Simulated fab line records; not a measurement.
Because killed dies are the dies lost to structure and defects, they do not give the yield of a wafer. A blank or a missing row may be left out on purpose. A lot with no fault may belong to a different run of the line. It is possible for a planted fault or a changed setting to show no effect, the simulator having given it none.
Which of the tools did it? :: flow sky130 :: 6 lots with 18 wafers sampled at 3 steps, on a route of 708 steps

== WHAT THE GAUGES READ, wafer by wafer ==
SKY_RES_XHIGH_TW_MEAS_09.
lot: L322
measured: day 27 15:34
on: film-metro-03
RES_XHIGH_TW: 1659 1664 1661

lot: L325
measured: day 28 15:20
on: film-metro-01
RES_XHIGH_TW: 1636 1638 1630

lot: L326
measured: day 29 05:17
on: film-metro-03
RES_XHIGH_TW: 1663 1660 1661

lot: L328
measured: day 29 13:04
on: film-metro-03
RES_XHIGH_TW: 1662 1668 1655

lot: L330
measured: day 30 12:13
on: film-metro-03
RES_XHIGH_TW: 1082 1086 1076

lot: L332
measured: day 30 23:31
on: film-metro-02
RES_XHIGH_TW: 1073 1069 1068

== EACH LOT AND THE TOOL THAT RAN IT (in order: tool; ch and the chambers of the sampled wafers; start) ==
lot: L322
SKY_RES_XHIGH_IMPLANT_07: implanter-01 ch 0, day 27 15:19
SKY_RES_XHIGH_STRIP_08: plasma-asher-02 ch 0,1, day 27 15:28

lot: L325
SKY_RES_XHIGH_IMPLANT_07: implanter-01 ch 0, day 28 15:08
SKY_RES_XHIGH_STRIP_08: plasma-asher-01 ch 0,1, day 28 15:14

lot: L326
SKY_RES_XHIGH_IMPLANT_07: implanter-02 ch 0, day 29 05:04
SKY_RES_XHIGH_STRIP_08: plasma-asher-03 ch 0,1, day 29 05:11

lot: L328
SKY_RES_XHIGH_IMPLANT_07: implanter-02 ch 0, day 29 12:50
SKY_RES_XHIGH_STRIP_08: plasma-asher-03 ch 0, day 29 12:58

lot: L330
SKY_RES_XHIGH_IMPLANT_07: implanter-04 ch 0, day 30 11:59
SKY_RES_XHIGH_STRIP_08: plasma-asher-01 ch 0, day 30 12:07

lot: L332
SKY_RES_XHIGH_IMPLANT_07: implanter-04 ch 0, day 30 23:16
SKY_RES_XHIGH_STRIP_08: plasma-asher-02 ch 0,1, day 30 23:25
- SKY_RES_XHIGH_IMPLANT_07
- SKY_RES_XHIGH_STRIP_08: strips in O2/N2.

== THE ANSWER, worked out from the rows above alone ==
Rule: the lots themselves supply what counts as usual. Put in order of their means at a reading, lots are off if they are a third of the lots or fewer, leave a main group of 4 or more, and stand apart from it by a gap of 3 or more times the standard deviation of the main group's means; of several such gaps the widest counts. A main group whose means are all the same, to the digits that the tables above print for the reading, isn't used. Also off: a lot with no number at a reading for which 4 or more lots have one. Where the step has rows for the other lots, those lots are counted as sound.
Off: L330, L332, at SKY_RES_XHIGH_TW_MEAS_09 (RES_XHIGH_TW). The main group has a mean of 1655 with a standard deviation of 12.
A tool fits if, at a process step before that reading, it ran every lot that is off, and no sound lot after the first of them. Gauges at SKY_RES_XHIGH_TW_MEAS_09: tried the same way as those tools. One candidate fits, namely implanter-04 at SKY_RES_XHIGH_IMPLANT_07. It ran no sound lot before its first lot that is off in this sample, so the start can't be narrowed down.

== WHAT HAD BEEN PUT IN BY THE SIMULATOR ==
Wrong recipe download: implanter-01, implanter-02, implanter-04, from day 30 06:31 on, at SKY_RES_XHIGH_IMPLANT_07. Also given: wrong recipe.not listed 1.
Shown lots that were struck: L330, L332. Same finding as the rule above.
